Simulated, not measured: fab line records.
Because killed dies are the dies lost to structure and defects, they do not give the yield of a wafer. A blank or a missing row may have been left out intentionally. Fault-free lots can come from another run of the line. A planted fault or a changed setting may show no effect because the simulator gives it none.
2 desks looking at one fault + flow sky130 + each desk holds nothing but its own numbers, with what lay behind them at the end

DESK OF THE TOOL OWNER: krfScanner-01
The tool's own readings at SKY_METAL3_EXPOSE_10 (exposes mask MM3, target cd 300 nm): means of the sampled wafers that have a number, for each lot that ran on this tool. Any lot whose mean is over 4 standard deviations away from the usual mean is out of limits and marked OUT; that distance is given in the brackets.
Columns: A = exposureDoseMJCm2 at SKY_METAL3_EXPOSE_10, usual 28.00
| lot  | first seen here | A               |
|------|-----------------|-----------------|
| L977 | day 37 23:52    | 27.98           |
| L983 | day 39 18:54    | 27.99           |
| L986 | day 41 03:40    | 27.98           |
| L989 | day 42 03:24    | 26.89 (-36) OUT |
| L991 | day 42 14:44    | 27.08 (-30) OUT |
| L992 | day 42 20:33    | 27.14 (-28) OUT |
This desk's verdict: out of limits on L989, L991, L992, starting with L989 at day 42 03:24 (exposureDoseMJCm2 at SKY_METAL3_EXPOSE_10). L977, L983, L986: within limits.

AT THE METROLOGY DESK
Means of the sampled wafers that have a number, per lot and without regard to the tool the lot ran on: this is what the gauges read. Any lot whose mean is over 4 standard deviations away from the usual mean is out of limits and marked OUT; that distance is given in the brackets.
Columns: A = cdNm at SKY_METAL3_CD_MEAS_13, usual 299.7 nm
| lot  | first seen here | A                |
|------|-----------------|------------------|
| L977 | day 38 11:57    | 299.6            |
| L983 | day 40 07:02    | 298.9            |
| L986 | day 41 14:36    | 298.2            |
| L988 | day 42 08:01    | 300.3            |
| L989 | day 42 14:26    | 306.1 (+4.0) OUT |
| L991 | day 43 01:52    | 307.6 (+4.9) OUT |
| L992 | day 43 07:38    | 305.4            |
| L994 | day 43 20:14    | 299.5            |
| L996 | day 44 04:59    | 299.8            |
| L998 | day 44 16:14    | 300.1            |
| L100 | day 44 23:53    | 299.0            |
This desk's verdict: out of limits on L989, L991, starting with L989 at day 42 14:26 (cdNm at SKY_METAL3_CD_MEAS_13). L977, L983, L986, L988, L992, L994, L996, L998, L100: within limits.

ALL TOGETHER
At day 42 03:24, on L989, L991, L992, the tool owner's desk was in a position to raise an alarm.
On L989, L991, the metrology desk was in a position to raise an alarm at day 42 14:26.
The metrology desk has L992 on record, within its limits.
On krfScanner-01, each named lot ran SKY_METAL3_EXPOSE_10.

WHAT HAD BEEN PUT IN BY THE SIMULATOR
Process parameter drift: krfScanner-01, from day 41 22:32 on, at SKY_METAL3_EXPOSE_10. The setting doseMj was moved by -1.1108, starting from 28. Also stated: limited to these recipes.
Shown lots that were struck: L989, L991, L992.
Fault start to first reading out of limits, in hours, per desk: tool owner, 5; metrology, 16.
